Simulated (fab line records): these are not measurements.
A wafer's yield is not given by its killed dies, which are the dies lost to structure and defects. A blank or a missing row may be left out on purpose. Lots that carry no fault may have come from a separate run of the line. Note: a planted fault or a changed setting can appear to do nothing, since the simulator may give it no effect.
fab line records | flow sky130
record lots=10 | wafers=30 | last-day=50
route steps=708 shown CAP2M@616 VIA4@651 METAL5@663 PASSIVATION@687 PAD_OPEN@708
lots that met no fault: from a run of the same line without faults
start-h: start of the lot's first displayed wafer, in hours after the record's first day | wait-h: hours since the lot's step before | " as in the row above | L1.1+2: a row that stands for several wafers | - no value present, or no start provided | * or withheld: withheld | < > ~ a bound
route shown NAME@n: a module of which the file shows steps, and the number in the route of the first | usual: mean/standard deviation taken from wafers without a fault | same: alike in all rows | chamber/n: place in a boat | sites: the reading at each site | _std_site: how widely they spread, as a standard deviation | _edge_site: inner sites' mean taken away from outer sites' mean | radius-mm: for every site, how far away it sits from the centre of the wafer | mask NAME#n: copy n | behind: the most recent tool/chamber to have shaped the wafer | hold: the reason the lot was held/the length of the hold in hours/how it ended | device: the n, p or np transistor that did not switch | end of line: at the end of the route, the tests of the same wafers | where a step has no rows: the recipe by itself | killed: count of dies lost to structure and defects at first sort (not the wafer's yield) | map: a wafer's dies, x killed, . not, _ none there
set.NAME: setting as actually run; set.NAME@STEP: the setting as run at that earlier step | model.NAME: the simulator's own value behind a step, which no gauge read
route steps across a sampled set of lots; one table per step, one row per wafer
services: from which hour (start-h, from the record's first day; less than 0 if before it) a tool's chamber was out of use, for how many hours, and why
## steps
# step SKY_CAP2M_METAL_ETCH_13
# recipe target-depth-nm=220 | stop-on=SiO2 | chemistry=Cl2/BCl3 | target=TiN | pressure-mtorr=10 | icp-w=900 | bias-w=48.5 | Cl2_flow_sccm=60 | bcl3-flow-sccm=30 | time-s=62.9
# usual drypump-motor-current-A=5.31/0.23 | oes-product-au=0.938/0.0099 | throttle-valve-pct=21.904/0.011
lot.wafer | tool         | chamber | start-h | wait-h | drypump-motor-current-A | oes-product-au | rf-hours-counter-h | throttle-valve-pct
L572.2    | rie-metal-02 | 1       | 954.88  | 0.0    | 5.34                    | 0.941          | 14                 | 21.895
L572.3    | "            | 0       | "       | "      | 5.37                    | 0.932          | -                  | 21.891
L572.4    | "            | 1       | "       | "      | 5.34                    | 0.954          | -                  | 21.890
L575.1    | rie-metal-04 | 1       | 965.79  | 0.0    | 5.06                    | 0.942          | 17                 | 21.906
L575.4    | "            | 1       | "       | "      | 5.05                    | 0.943          | -                  | 21.896
L575.6    | "            | 0       | "       | "      | 5.14                    | 0.931          | -                  | 21.895
L573.1    | rie-metal-02 | 1       | 966.33  | 0.0    | 5.33                    | 0.931          | 15                 | 21.907
L573.5    | "            | 0       | "       | "      | 5.39                    | 0.937          | -                  | 21.895
L573.6    | "            | 1       | "       | "      | 5.32                    | 0.928          | -                  | 21.908
L582.2    | rie-metal-01 | 0       | 1026.23 | 0.0    | 5.91                    | 0.937          | 11                 | 21.915
L582.3    | "            | 0       | "       | "      | 5.91                    | 0.929          | -                  | 21.910
L582.5    | "            | 1       | "       | "      | 5.45                    | 0.917          | -                  | 21.905
L584.1    | rie-metal-04 | 0       | 1046.14 | 0.0    | 5.16                    | 0.918          | 7                  | 21.912
L584.2    | "            | 0       | "       | "      | 5.14                    | 0.947          | -                  | 21.894
L584.4    | "            | 0       | "       | "      | 5.15                    | 0.945          | -                  | 21.902
L588.1    | rie-metal-04 | 1       | 1061.94 | 0.0    | 5.06                    | 0.935          | 0                  | 21.914
L588.2    | "            | 0       | "       | "      | 5.14                    | 0.939          | 8                  | 21.890
L588.6    | "            | 0       | "       | "      | 5.15                    | 0.936          | -                  | 21.927
L591.1    | rie-metal-02 | 1       | 1075.78 | 0.0    | 5.32                    | 0.914          | 21                 | 21.912
L591.3    | "            | 0       | "       | "      | 5.37                    | 0.933          | -                  | 21.917
L591.6    | "            | 1       | "       | "      | 5.35                    | 0.930          | -                  | 21.909
L592.1    | rie-metal-02 | 0       | 1090.73 | 0.0    | 5.35                    | 0.938          | 7                  | 21.901
L592.5    | "            | 0       | "       | "      | 5.39                    | 0.951          | -                  | 21.878
L592.6    | "            | 1       | "       | "      | 5.29                    | 0.938          | -                  | 21.901
L593.3    | rie-metal-02 | 0       | 1091.86 | 0.0    | 5.38                    | 0.948          | -                  | 21.892
L593.4    | "            | 1       | "       | "      | 5.33                    | 0.959          | -                  | 21.906
L593.6    | "            | 1       | "       | "      | 5.32                    | 0.946          | -                  | 21.888
L595.2    | rie-metal-04 | 1       | 1106.44 | 0.0    | 5.07                    | 0.958          | 3                  | 21.875
L595.3    | "            | 0       | "       | "      | 5.13                    | 0.927          | -                  | 21.919
L595.5    | "            | 0       | "       | "      | 5.13                    | 0.942          | -                  | 21.902
# step SKY_VIA4_ETCH_12
# recipe target=SiO2 | chemistry=C4F8/O2/Ar | stop-on=TiN | mask-material=NOVOLAK | source-w=1500 | bias-w=1200 | pressure-mtorr=40 | c4f8-flow-sccm=withheld | O2_flow_sccm=6 | Ar_flow_sccm=300 | time-s=withheld | target-depth-a=5800
# usual oes-product-au=0.925/0.0048
lot.wafer | tool        | chamber | start-h | wait-h | oes-product-au
L572.2    | rie-diel-01 | 2       | 1002.58 | 0.0    | 0.930
L572.3    | "           | 1       | "       | "      | 0.922
L572.4    | "           | 3       | "       | "      | 0.927
L575.1    | rie-diel-03 | 1       | 1013.71 | 0.0    | 0.920
L575.4    | "           | 3       | "       | "      | 0.933
L575.6    | "           | 0       | "       | "      | 0.924
L573.1    | rie-diel-01 | 0       | 1014.43 | 0.0    | 0.923
L573.5    | "           | 0       | "       | "      | 0.912
L573.6    | "           | 1       | "       | "      | 0.927
L582.2    | rie-diel-02 | 3       | 1071.54 | 0.0    | 0.929
L582.3    | "           | 1       | "       | "      | 0.929
L582.5    | "           | 2       | "       | "      | 0.930
L584.1    | rie-diel-01 | 1       | 1090.89 | 0.0    | 0.917
L584.2    | "           | 0       | "       | "      | 0.917
L584.4    | "           | 3       | "       | "      | 0.925
L588.1    | rie-diel-03 | 1       | 1104.48 | 0.0    | 0.930
L588.2    | "           | 0       | "       | "      | 0.930
L588.6    | "           | 0       | "       | "      | 0.923
L591.1    | rie-diel-03 | 3       | 1117.91 | 0.0    | 0.933
L591.3    | "           | 0       | "       | "      | 0.923
L591.6    | "           | 1       | "       | "      | 0.936
L592.1    | rie-diel-03 | 1       | 1131.58 | 0.0    | 0.932
L592.5    | "           | 1       | "       | "      | 0.927
L592.6    | "           | 0       | "       | "      | 0.936
L593.3    | rie-diel-02 | 3       | 1133.38 | 0.0    | 0.938
L593.4    | "           | 1       | "       | "      | 0.918
L593.6    | "           | 2       | "       | "      | 0.925
L595.2    | rie-diel-03 | 0       | 1146.18 | 0.0    | 0.924
L595.3    | "           | 3       | "       | "      | 0.926
L595.5    | "           | 0       | "       | "      | 0.929
# step SKY_METAL5_SPUTTER_02
# recipe material=AlCu | target-thk-nm=1150 | power-w=10600 | time-s=61.2 | chamber-pressure-pa=0.4
# usual cathode-dc-power-W=10600/1.9 | chamber-pressure-pa=0.4001/0.00077 | throttle-valve-pct=29.5/0.89
lot.wafer | tool           | chamber | start-h | wait-h | cathode-dc-power-W | chamber-pressure-pa | throttle-valve-pct
L572.2    | pvd-sputter-02 | -       | 1004.03 | 0.0    | 10602              | 0.4012              | 29.7
L572.3    | "              | -       | "       | "      | 10598              | 0.4012              | 31.1
L572.4    | "              | -       | "       | "      | 10598              | 0.3998              | 30.2
L575.1    | pvd-sputter-03 | -       | 1015.27 | 0.0    | 10600              | 0.4002              | 28.6
L575.4    | "              | -       | "       | "      | 10604              | 0.4005              | 29.0
L575.6    | "              | -       | "       | "      | 10601              | 0.3995              | 28.7
L573.1    | pvd-sputter-04 | -       | 1015.98 | 0.0    | 10599              | 0.4005              | 30.3
L573.5    | "              | -       | "       | "      | 10602              | 0.3996              | 28.7
L573.6    | "              | -       | "       | "      | 10601              | 0.3988              | 29.2
L582.2    | pvd-sputter-04 | -       | 1073.02 | 0.0    | 10599              | 0.4000              | 30.5
L582.3    | "              | -       | "       | "      | 10599              | 0.4003              | 29.3
L582.5    | "              | -       | "       | "      | 10600              | 0.4000              | 30.2
L584.1    | pvd-sputter-02 | -       | 1092.31 | 0.0    | 10600              | 0.4000              | 29.9
L584.2    | "              | -       | "       | "      | 10602              | 0.3987              | 30.6
L584.4    | "              | -       | "       | "      | 10601              | 0.3998              | 31.4
L588.1    | pvd-sputter-02 | -       | 1105.92 | 0.0    | 10599              | 0.4006              | 30.2
L588.2    | "              | -       | "       | "      | 10596              | 0.3992              | 29.7
L588.6    | "              | -       | "       | "      | 10600              | 0.4011              | 30.0
L591.1    | pvd-sputter-02 | -       | 1119.36 | 0.0    | 10599              | 0.4005              | 29.7
L591.3    | "              | -       | "       | "      | 10602              | 0.4005              | 30.6
L591.6    | "              | -       | "       | "      | 10601              | 0.4008              | 30.4
L592.1    | pvd-sputter-02 | -       | 1133.40 | 0.0    | 10597              | 0.4003              | 30.5
L592.5    | "              | -       | "       | "      | 10598              | 0.3994              | 29.8
L592.6    | "              | -       | "       | "      | 10600              | 0.3985              | 30.5
L593.3    | pvd-sputter-03 | -       | 1134.79 | 0.0    | 10599              | 0.3990              | 29.3
L593.4    | "              | -       | "       | "      | 10598              | 0.4006              | 29.0
L593.6    | "              | -       | "       | "      | 10602              | 0.3995              | 29.0
L595.2    | pvd-sputter-04 | -       | 1148.00 | 0.0    | 10597              | 0.4003              | 29.0
L595.3    | "              | -       | "       | "      | 10601              | 0.4013              | 30.2
L595.5    | "              | -       | "       | "      | 10598              | 0.4009              | 28.9
# step SKY_PASSIVATION_COAT_06
# recipe spin-rpm=2000 | resist-thk-nm=3000
# usual spin-speed-rpm=1999.8/1.2
lot.wafer | tool           | chamber | start-h | wait-h | spin-speed-rpm
L572.2    | litho-track-02 | 0       | 1039.47 | 0.1    | 1998.6
L572.3    | "              | 0       | "       | "      | 1997.9
L572.4    | "              | 0       | "       | "      | 1998.3
L575.1    | litho-track-02 | 0       | 1049.34 | 0.1    | 1999.8
L575.4    | "              | 0       | "       | "      | 1996.8
L575.6    | "              | 0       | "       | "      | 2000.2
L573.1    | litho-track-03 | 0       | 1049.60 | 0.1    | 2001.0
L573.5    | "              | 0       | "       | "      | 1999.8
L573.6    | "              | 0       | "       | "      | 2000.2
L582.2    | litho-track-01 | 0       | 1104.28 | 0.1    | 2239.2
L582.3    | "              | 0       | "       | "      | 2238.0
L582.5    | "              | 0       | "       | "      | 2239.1
L584.1    | litho-track-01 | 0       | 1122.41 | 0.1    | 2238.7
L584.2    | "              | 0       | "       | "      | 2236.9
L584.4    | "              | 0       | "       | "      | 2237.5
L588.1    | litho-track-02 | 0       | 1135.80 | 0.1    | 1999.2
L588.2    | "              | 0       | "       | "      | 1999.4
L588.6    | "              | 0       | "       | "      | 1998.3
L591.1    | litho-track-03 | 0       | 1149.10 | 0.1    | 1999.7
L591.3    | "              | 0       | "       | "      | 1999.2
L591.6    | "              | 0       | "       | "      | 1998.7
L592.1    | litho-track-02 | 0       | 1161.75 | 0.1    | 2001.5
L592.5    | "              | 0       | "       | "      | 2000.7
L592.6    | "              | 0       | "       | "      | 1997.7
L593.3    | litho-track-02 | 0       | 1162.45 | 0.1    | 1997.9
L593.4    | "              | 0       | "       | "      | 2002.9
L593.6    | "              | 0       | "       | "      | 2000.6
L595.2    | litho-track-02 | 0       | 1174.07 | 0.1    | 1998.2
L595.3    | "              | 0       | "       | "      | 1998.7
L595.5    | "              | 0       | "       | "      | 1998.8
# step SKY_PASSIVATION_STRIP_12
# recipe chemistry=O2/N2 | power-w=1400 | pressure-mtorr=1500 | platen-temp-c=withheld | overash-fraction=0.7 | o2-flow-sccm=3000 | n2-flow-sccm=300
# usual drypump-motor-current-A=5.60/0.27 | oes-product-au=0.660/0.0039 | strip-time-to-endpoint-s=31.53/0.16
lot.wafer | tool            | chamber | start-h | wait-h | drypump-motor-current-A | oes-product-au | rf-hours-counter-h | strip-time-to-endpoint-s
L572.2    | plasma-asher-03 | 1       | 1050.11 | 0.1    | 5.76                    | 0.657          | 116                | 31.67
L572.3    | "               | 0       | "       | "      | 5.38                    | 0.661          | -                  | 31.33
L572.4    | "               | 1       | "       | "      | 5.72                    | 0.662          | -                  | 31.40
L575.1    | plasma-asher-04 | 1       | 1060.16 | 0.1    | 6.01                    | 0.663          | 66                 | 31.61
L575.4    | "               | 0       | "       | "      | 5.88                    | 0.662          | -                  | 31.51
L575.6    | "               | 1       | "       | "      | 6.01                    | 0.664          | -                  | 31.55
L573.1    | plasma-asher-02 | 1       | 1061.01 | 0.1    | 5.36                    | 0.661          | 96                 | 31.68
L573.5    | "               | 0       | "       | "      | 5.31                    | 0.661          | -                  | 31.32
L573.6    | "               | 1       | "       | "      | 5.39                    | 0.656          | -                  | 31.52
L582.2    | plasma-asher-03 | 0       | 1114.46 | 0.1    | 5.36                    | 0.656          | 5                  | 29.58
L582.3    | "               | 1       | "       | "      | 5.74                    | 0.661          | -                  | 29.42
L582.5    | "               | 1       | "       | "      | 5.75                    | 0.650          | -                  | 29.66
L584.1    | plasma-asher-04 | 0       | 1132.35 | 0.1    | 5.87                    | 0.658          | 71                 | 29.61
L584.2    | "               | 1       | "       | "      | 6.02                    | 0.659          | 71                 | 29.41
L584.4    | "               | 1       | "       | "      | 5.98                    | 0.665          | -                  | 29.35
L588.1    | plasma-asher-02 | 0       | 1144.51 | 0.1    | 5.33                    | 0.671          | 105                | 31.72
L588.2    | "               | 1       | "       | "      | 5.37                    | 0.656          | 105                | 31.43
L588.6    | "               | 0       | "       | "      | 5.32                    | 0.659          | -                  | 31.44
L591.1    | plasma-asher-04 | 1       | 1158.01 | 0.1    | 5.99                    | 0.659          | 74                 | 31.78
L591.3    | "               | 0       | "       | "      | 5.86                    | 0.666          | -                  | 31.75
L591.6    | "               | 1       | "       | "      | 6.01                    | 0.649          | -                  | 31.82
L592.1    | plasma-asher-02 | 0       | 1171.01 | 0.1    | 5.36                    | 0.663          | 108                | 31.63
L592.5    | "               | 0       | "       | "      | 5.33                    | 0.655          | -                  | 31.47
L592.6    | "               | 1       | "       | "      | 5.42                    | 0.661          | -                  | 31.38
L593.3    | plasma-asher-02 | 1       | 1171.64 | 0.1    | 5.38                    | 0.661          | -                  | 31.62
L593.4    | "               | 0       | "       | "      | 5.33                    | 0.661          | -                  | 31.75
L593.6    | "               | 1       | "       | "      | 5.37                    | 0.657          | -                  | 31.80
L595.2    | plasma-asher-03 | 0       | 1182.07 | 0.1    | 5.35                    | 0.664          | 13                 | 31.37
L595.3    | "               | 1       | "       | "      | 5.74                    | 0.666          | -                  | 31.37
L595.5    | "               | 0       | "       | "      | 5.37                    | 0.655          | -                  | 31.54
# step SKY_PAD_OPEN_PROBE_99
# usual defect-limited-yield=82.3/2 | killed_at_M0_to_M3=43/7 | killed_at_M4_up=3.5/1.9 | killed-at-contacts=24/5.3 | killed-at-front-end=15/4.4 | killed-at-other=0.3/0.69 | killed-dies=87/9.7 | killed-open=48/7 | killed-short=39/6.4 | sort_bin_3_pad_short=0.9/0.46 | sort_bin_5_function=10.5/1.4 | sort_bin_6_memory=6.3/1.2 | sort-n-pass=405/9.7 | sort-yield-pct=82.3/2
# same gross-dies=492 | killed-at-back-side=0 | sort_bin_4_leakage[%]=0 | sort_bin_8_speed[%]=0
lot.wafer | tool      | chamber | start-h | wait-h | defect-limited-yield[%] | killed_at_M0_to_M3 | killed_at_M4_up | killed-at-contacts | killed-at-front-end | killed-at-other | killed-dies | killed-open | killed-short | sort_bin_3_pad_short[%] | sort_bin_5_function[%] | sort_bin_6_memory[%] | sort-n-pass | sort-yield-pct[%]
L582.2    | prober-02 | -       | 1136.22 | 0.1    | 80.7                    | 43                 | 6               | 32                 | 14                  | 0               | 95          | 59          | 36           | 1.4                     | 10.6                   | 7.3                  | 397         | 80.7
L582.3    | prober-02 | -       | 1136.27 | 0.2    | 83.7                    | 34                 | 5               | 23                 | 18                  | 0               | 80          | 47          | 33           | 0.8                     | 10.6                   | 4.9                  | 412         | 83.7
L582.5    | prober-02 | -       | 1136.37 | 0.2    | 84.6                    | 44                 | 0               | 18                 | 13                  | 1               | 76          | 40          | 36           | 0.8                     | 8.5                    | 6.1                  | 416         | 84.6
# killed by level:class
L582.2 CONTACT:geometric-particle:open=14 VIA1:geometric-particle:open=13 LI_CONTACT:geometric-particle:open=9 VIA3:geometric-particle:open=6 VIA2:geometric-particle:open=6 METAL4:geometric-particle:short=5 LI_CONTACT:geometric-particle:short=4 METAL1:geometric-particle:short=4
L582.3 VIA2:geometric-particle:open=10 VIA1:geometric-particle:open=9 CONTACT:geometric-particle:open=9 METAL1:geometric-particle:short=7 CONTACT:geometric-particle:short=6 FIELD_ISO:geometric-particle:open=4 LI_CONTACT:geometric-particle:open=4 FIELD_ISO:geometric-particle:short=3
L582.5 VIA1:geometric-particle:open=12 CONTACT:geometric-particle:open=8 METAL3:geometric-particle:short=8 LI_CONTACT:geometric-particle:open=6 VIA2:geometric-particle:open=6 VIA2:geometric-particle:short=6 FIELD_ISO:geometric-particle:short=4 METAL2:geometric-particle:short=4
## services
tool            | chamber | start-h | hours | kind
rie-diel-03     | -       | 935.57  | 15.6  | pm
rie-diel-01     | 3       | 943.23  | 8.3   | repair
rie-diel-03     | 2       | 952.71  | 8.0   | repair
plasma-asher-03 | -       | 953.65  | 2.6   | repair
rie-diel-02     | 2       | 960.53  | 5.7   | repair
plasma-asher-03 | -       | 965.28  | 2.8   | repair
rie-diel-02     | 3       | 978.90  | 4.6   | repair
rie-diel-03     | -       | 1004.28 | 2.8   | pm
rie-metal-02    | 0       | 1034.19 | 5.0   | repair
rie-diel-01     | 2       | 1049.60 | 1.5   | repair
rie-diel-03     | 1       | 1051.79 | 4.0   | repair
plasma-asher-03 | -       | 1055.25 | 9.0   | pm
pvd-sputter-04  | -       | 1070.49 | 1.3   | repair
pvd-sputter-03  | -       | 1072.75 | 3.6   | repair
pvd-sputter-02  | -       | 1075.46 | 5.2   | repair
rie-diel-01     | -       | 1075.78 | 1.5   | repair
plasma-asher-04 | -       | 1083.95 | 14.6  | pm
rie-metal-04    | 1       | 1094.44 | 3.6   | repair
rie-diel-03     | 0       | 1099.92 | 3.2   | repair
rie-diel-01     | -       | 1111.27 | 28.1  | pm
rie-diel-01     | 0       | 1147.57 | 4.3   | repair
pvd-sputter-02  | -       | 1155.53 | 3.3   | repair
rie-diel-01     | 3       | 1166.80 | 10.4  | repair
rie-diel-03     | 0       | 1176.42 | 6.3   | repair
## key
first-sign step=SKY_PASSIVATION_COAT_06 | reading=spin-speed-rpm | direction=up | sigmas=99+ | usual=1999.8 | struck=2238.2
effect step=SKY_PASSIVATION_STRIP_12 | reading=strip-time-to-endpoint-s | direction=down | sigmas=13 | usual=* | struck=*
met-at SKY_PASSIVATION_COAT_06
struck-lots L582,L584
not-acting-at SKY_CAP2M_METAL_ETCH_13,SKY_VIA4_ETCH_12,SKY_METAL5_SPUTTER_02
fault kind=process-parameter-drift | tool=litho-track-01 | chamber=- | onset-h=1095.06 | steps=SKY_PASSIVATION_COAT_06 | channel=spin-rpm | offset=238.47 | shape=step | end-h=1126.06 | acts-in=these-recipes-only | stated=2000
